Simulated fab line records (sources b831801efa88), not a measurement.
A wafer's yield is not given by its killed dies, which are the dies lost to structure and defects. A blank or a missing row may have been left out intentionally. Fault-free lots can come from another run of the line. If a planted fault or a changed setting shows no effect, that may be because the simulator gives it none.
One fault seen from 2 desks ; flow gf180mcu ; each desk has only its own numbers; what lay behind them comes last

THE TOOL OWNER'S DESK: implanter-01
For each lot that ran on this tool, the mean over its sampled wafers that have a number, from the tool's own readings at GF_VT_IMPLANT_IMPLANT_41. The brackets show how far a lot's mean lies from the usual mean; more than 4 standard deviations puts the lot out of limits, marked OUT.
Columns: A = beamOnS at GF_VT_IMPLANT_IMPLANT_41, usual 10.00 s; B = doseIonsCm2 at GF_VT_IMPLANT_IMPLANT_41, usual 1.013e+12; C = endStationPressureTorr at GF_VT_IMPLANT_IMPLANT_41, usual 4.99e-06 Torr; D = faradayCurrentUA at GF_VT_IMPLANT_IMPLANT_41, usual 5.71
lot;first seen here;A;B;C;D
L183;day 8 09:20;10.21;1.013e+12;5.01e-06;5.60
L190;day 10 06:50;9.97;1.013e+12;4.88e-06;5.73
L196;day 11 23:31;9.82;1.012e+12;5.16e-06;5.80
L201;day 13 08:31;10.36;9.027e+11 (-99 or more) OUT;4.87e-06;4.91 (-6.6) OUT
L202;day 13 18:43;10.09;9.022e+11 (-99 or more) OUT;4.75e-06;5.02 (-5.7) OUT
L203;day 13 23:03;10.03;9.004e+11 (-99 or more) OUT;4.86e-06;5.07 (-5.4) OUT
Finding of this desk: L201, L202, L203 out of limits; the first was L201 at day 13 08:31, on doseIonsCm2 at GF_VT_IMPLANT_IMPLANT_41. L183, L190, L196: within limits.

METROLOGY DESK
Means of the sampled wafers that have a number, per lot and without regard to the tool the lot ran on: this is what the gauges read. The brackets show how far a lot's mean lies from the usual mean; more than 4 standard deviations puts the lot out of limits, marked OUT.
Columns: A = STI_CVD_23_THK at GF_STI_THK_MEAS_24, usual 647 nm; B = VT_IMPLANT_4_TW at GF_VT_IMPLANT_TW_MEAS_43, usual 690; C = cdNm at GF_NSD_CD_MEAS_07, usual 399.4 nm
lot;first seen here;A;B;C
L182;day 2 16:31;649;691;399.1
L183;day 2 20:26;654;696;396.3
L185;day 3 05:56;654;690;402.3
L186;day 3 12:43;637;691;399.3
L188;day 3 21:14;651;680;400.9
L189;day 4 02:01;642;694;398.8
L190;day 4 07:30;657;691;399.5
L192;day 4 16:47;644;697;395.8
L193;day 4 23:20;640;690;400.5
L196;day 5 13:24;637;683;400.4
L201;day 6 15:22;660;657 (-4.9) OUT;401.1
L202;day 6 20:36;642;656 (-5.1) OUT;403.7
L203;day 7 03:14;629;657 (-4.9) OUT;400.5
Finding of this desk: L201, L202, L203 out of limits, first seen on L201 at day 13 08:46 (VT_IMPLANT_4_TW at GF_VT_IMPLANT_TW_MEAS_43). L182, L183, L185, L186, L188, L189, L190, L192, L193, L196: within limits.

ALL TOGETHER
On L201, L202, L203, at day 13 08:31, an alarm was possible from the tool owner's desk.
At day 13 08:46 the metrology desk could have sounded an alarm, on L201, L202, L203.
The lots listed all ran GF_VT_IMPLANT_IMPLANT_41 on implanter-01.

WHAT THE SIMULATOR HAD INSERTED
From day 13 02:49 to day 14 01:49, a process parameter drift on implanter-01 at GF_VT_IMPLANT_IMPLANT_41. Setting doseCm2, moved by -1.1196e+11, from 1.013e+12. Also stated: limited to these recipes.
Struck lots among those shown: L201, L202, L203.
Time in hours from fault onset to the first out-of-limits reading at each desk: tool owner's desk 6, metrology desk 6.
